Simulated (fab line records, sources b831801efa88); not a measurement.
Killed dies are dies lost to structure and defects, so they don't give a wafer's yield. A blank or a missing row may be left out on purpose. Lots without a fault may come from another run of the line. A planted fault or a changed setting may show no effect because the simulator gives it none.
A struck lot beside a sound one | flow gf180mcu | 43 steps out of a route of 602
Sound: wafers L194.4, L194.5, L194.6. Struck: wafers L193.3, L193.5, L193.6. The cause comes at the end.
At each step with rows: each side's tool, then ch and its chambers, then its first start. Under that, the readings that differ: sound wafers | struck wafers | difference of the means | sigmas: that difference in standard deviations of wafers without a fault.
alike: readings whose means differ by less than 2 such deviations, and words and numbers that are the same on both sides. not compared: withheld readings, readings that some wafer has no value for, bounds like >300 that may hide the same value, and numbers for which the record gives no deviation and whose values overlap.
The two part at a step that has a row with sigmas, a row that says differs or no value, or rows on one side only. Numbers that don't overlap but have no deviation are shown without sigmas and don't part them. A reading that every wafer of one side lacks parts them only if that side has two wafers or more.

first, 7 steps without rows for these wafers: GF_PSD_DEHYDRATE_00 (time 60 s); GF_PSD_HMDS_01 (prime time 60 s); GF_PSD_COAT_02 (resist thk 1000 nm); GF_PSD_SOFTBAKE_03 (time 60 s); GF_PSD_EXPOSE_04 (exposes mask Pplus, target cd 400 nm); GF_PSD_PEB_05; GF_PSD_DEVELOP_06 (develop time 60 s).
GF_PSD_CD_MEAS_07: target cd 400 nm.
  sound on cd_sem-02, day 19 02:02; struck on cd_sem-02, day 18 22:02
  alike: cd_nm
GF_PSD_OVL_MEAS_08:
  sound on overlay-01, day 19 02:07; struck on overlay-01, day 18 22:08
  alike: PSD_OVL
then, 2 steps without rows for these wafers: GF_PSD_IMPLANT_09; GF_PSD_STRIP_10 (strips in O2/N2).
GF_PSD_TW_MEAS_11:
  sound on film_metro-02, day 19 02:25; struck on film_metro-03, day 18 22:25
  alike: PSD_TW
GF_PSD_CLEAN_12: cleans in SC1/SC2, time 150 s.
  sound on wet_bench-03 ch 1, day 19 02:26; struck on wet_bench-02 ch 1, day 18 22:28
GF_PSD_RTA_13: time 20 s.
  sound on rtp_anneal-01 ch 0, day 19 02:32; struck on rtp_anneal-02 ch 0, day 18 22:32
  reading            | sound          | struck         | difference | sigmas
  lamp_power_pct (%) | 34.5 34.4 34.5 | 39.1 39.1 39.1 | +4.6       | +2
  alike: wafer_temp_C_max
GF_PSD_RS_MEAS_14: measures by four-point-probe.
  sound on film_metro-01, day 19 02:38; struck on film_metro-01, day 18 22:38
  alike: NSD_RS
GF_PSD_RS_MEAS_15: measures by four-point-probe.
  sound on film_metro-01, day 19 02:46; struck on film_metro-01, day 18 22:46
  alike: PSD_RS
GF_SAB_CVD_00: deposits SiO2 from TEOS, target thk 50 nm, time 4.9302 s.
  sound on pecvd-03 ch 0,1,2, day 19 02:50; struck on pecvd-03 ch 0,2, day 18 22:50
  alike: heater_power_w
GF_SAB_THK_MEAS_01:
  sound on film_metro-02, day 19 02:58; struck on film_metro-04, day 18 22:55
  alike: SAB_CVD_00_THK
then, 7 steps without rows for these wafers: GF_SAB_DEHYDRATE_02 (time 60 s); GF_SAB_HMDS_03 (prime time 60 s); GF_SAB_COAT_04 (resist thk 1000 nm); GF_SAB_SOFTBAKE_05 (time 60 s); GF_SAB_EXPOSE_06 (exposes mask SAB, target cd 420 nm); GF_SAB_PEB_07; GF_SAB_DEVELOP_08 (develop time 60 s).
GF_SAB_CD_MEAS_09: target cd 420 nm.
  sound on cd_sem-01, day 20 03:11; struck on cd_sem-01, day 19 23:23
  alike: cd_nm
GF_SAB_OVL_MEAS_10:
  sound on overlay-02, day 20 03:16; struck on overlay-01, day 19 23:29
  alike: SAB_OVL
then, 6 steps without rows for these wafers: GF_SAB_ETCH_11 (etches SiO2 in C4F8/O2/Ar, target depth 55 nm, time 8.5 s); GF_SAB_WET_ETCH_12 (etches SiO2 in dHF, target depth 22 nm, time 440 s); GF_SAB_STRIP_13 (strips in O2/N2); GF_SALICIDE_CLEAN_00 (cleans in SC1/SC2, time 150 s); GF_SALICIDE_WET_ETCH_01 (etches SiO2 in dHF, target depth 5 nm, time 100 s); GF_SALICIDE_SPUTTER_02 (material Co, target thk 10 nm, time 20 s).
GF_SALICIDE_SPUTTER_03: material TiN, target thk 20 nm, time 16.4 s.
  sound on pvd_sputter-02, day 20 03:41; struck on pvd_sputter-02, day 19 23:53
  alike: chamber_pressure_pa, throttle_valve_pct
GF_SALICIDE_RS_MEAS_04: measures by four-point-probe.
  sound on film_metro-02, day 20 03:45; struck on film_metro-02, day 19 23:56
  alike: SALICIDE_TIN_RS
GF_SALICIDE_THK_MEAS_05: measures by xrf.
  sound on film_metro-02, day 20 03:50; struck on film_metro-02, day 20 00:02
  alike: SALICIDE_TIN_THK
then, 2 steps without rows for these wafers: GF_SALICIDE_RTA_06 (time 30 s); GF_SALICIDE_WET_ETCH_07 (etches the open film in SPM, target depth 120 nm).
GF_SALICIDE_RTA_08: time 30 s.
  sound on rtp_anneal-01 ch 0, day 20 04:07; struck on rtp_anneal-02 ch 0, day 20 00:19
  alike: lamp_power_pct, wafer_temp_C_max
then, 1 step without rows for these wafers: GF_CONTACT_CVD_00 (deposits SiO2, target thk 300 nm, time 50 s).
GF_CONTACT_THK_MEAS_01:
  sound on film_metro-01, day 20 04:14; struck on film_metro-03, day 20 00:26
  alike: CONTACT_CVD_00_THK
GF_CONTACT_CVD_02: deposits SiO2 from TEOS, target thk 860 nm, time 95.992 s.
  sound on pecvd-04 ch 0,1,2, day 20 04:19; struck on pecvd-03 ch 0,1, day 20 00:29
  alike: heater_power_w
-- the record jumps here: 13 days lie between the struck wafers' starts before and after (it left off in module CONTACT and takes up again in module PASSIVATION, whose first step shown is number 602 of the route) --
GF_PASSIVATION_PROBE_99:
  the record has rows for the struck wafers here (prober-02, day 32 19:40) and none for the sound ones

WHERE THEY PART
First at GF_PSD_RTA_13; last, within this record, at GF_PASSIVATION_PROBE_99.

WHY: what the simulator had put in
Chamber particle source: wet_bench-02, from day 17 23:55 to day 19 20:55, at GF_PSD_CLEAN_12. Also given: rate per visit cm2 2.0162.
